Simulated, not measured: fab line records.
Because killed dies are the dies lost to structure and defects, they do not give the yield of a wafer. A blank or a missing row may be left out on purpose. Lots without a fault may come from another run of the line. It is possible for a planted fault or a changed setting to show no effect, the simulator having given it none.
Problem report in the 8D (eight disciplines) form, filled by code :: flow gf180mcu :: the parts of the form that need people (team, actions taken, sign-off) are left out

== 1. THE ISSUE ==
Mean of cathode-dc-power-W at GF_SALICIDE_SPUTTER_03: 6353.1 W across 9 wafers in 3 lots; on wafers with no fault it is 6499.9 W (standard deviation 1.1). So: -99 or more standard deviations from the usual mean.
The step: material TiN, target thk 20 nm, time 16.7 s.
First observed at day 20 04:03: wafer L502.2, on pvd-sputter-03. The record has a number at this step for 21 wafers belonging to 7 lots. Rule for "out", or "out of limits": more than 4 standard deviations from the usual mean. Any other wafer with a number is counted as sound.

== 2. WHAT IT IS, AND WHAT IT ISN'T ==
question: which readings at this step
is: cathode-dc-power-W
is not: chamber-pressure-pa, throttle-valve-pct

question: which lots
is: L502, L503, L504
is not: L492, L505, L508, L511

question: which wafers of those lots
is: all that have a number
is not: -

question: read on which tools
is: pvd-sputter-03
is not: pvd-sputter-04

question: when
is: from day 20 04:03
is not: up to then (3 sound wafers); but 9 sound wafers of L505, L508, L511 came after

== 3. THE SUSPECTS, EACH WITH WHAT RULES IT OUT ==
Counting: a tool at a process step up to the reading stays a suspect if it ran every lot that is out and no sound lot after the first of them.
- pvd-sputter-03 at GF_SALICIDE_SPUTTER_02 (material Co, target thk 10 nm, time 20 s): kept. Every lot that is out went through it, starting with L502 (day 20 04:01), and after that it ran no sound lot; the last sound lot it ran before then is L492 (day 16 10:21).
- pvd-sputter-03 at GF_SALICIDE_SPUTTER_03 (material TiN, target thk 20 nm, time 16.7 s): kept. Every lot that is out went through it, starting with L502 (day 20 04:03), and after that it ran no sound lot; the last sound lot it ran before then is L492 (day 16 10:23). On those wafers its own readings are out: cathode-dc-power-W.
What counting leaves: pvd-sputter-03 at GF_SALICIDE_SPUTTER_02 and pvd-sputter-03 at GF_SALICIDE_SPUTTER_03.

== 4. THE CAUSE (what the simulator had put in) ==
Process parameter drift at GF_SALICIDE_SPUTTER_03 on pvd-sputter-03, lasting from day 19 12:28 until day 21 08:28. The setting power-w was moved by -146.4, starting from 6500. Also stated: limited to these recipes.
Of the 2 suspects that counting leaves, this tool is one.

== 5. SEQUENCE OF EFFECTS, ordered by route ==
Rows list readings where the struck wafers' mean (over those with a number) sits beyond 3 standard deviations from the usual. Only readings whose record carries a usual standard deviation are examined. hours: median over the lots of the time between each lot's start at the first step of this table that gives one and its start at this step. sigmas: the change, counted in usual standard deviations.
hours: 0
step: GF_SALICIDE_SPUTTER_03
reading: cathode-dc-power-W
usual: 6499.9 W
on struck wafers: 6353.1
change: -146.8
sigmas: -99 or more
Its process steps:
- GF_SALICIDE_SPUTTER_03: material TiN, target thk 20 nm, time 16.7 s.
Later steps that measure or inspect, where all struck wafers having a row at the step show a number for every such reading and not one has moved that far: GF_SALICIDE_RS_MEAS_04.

== 6. WHAT WOULD HAVE CAUGHT IT SOONER ==
The fault began at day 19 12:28; the first out-of-limits reading in this record came at day 20 04:03, 16 hours later.
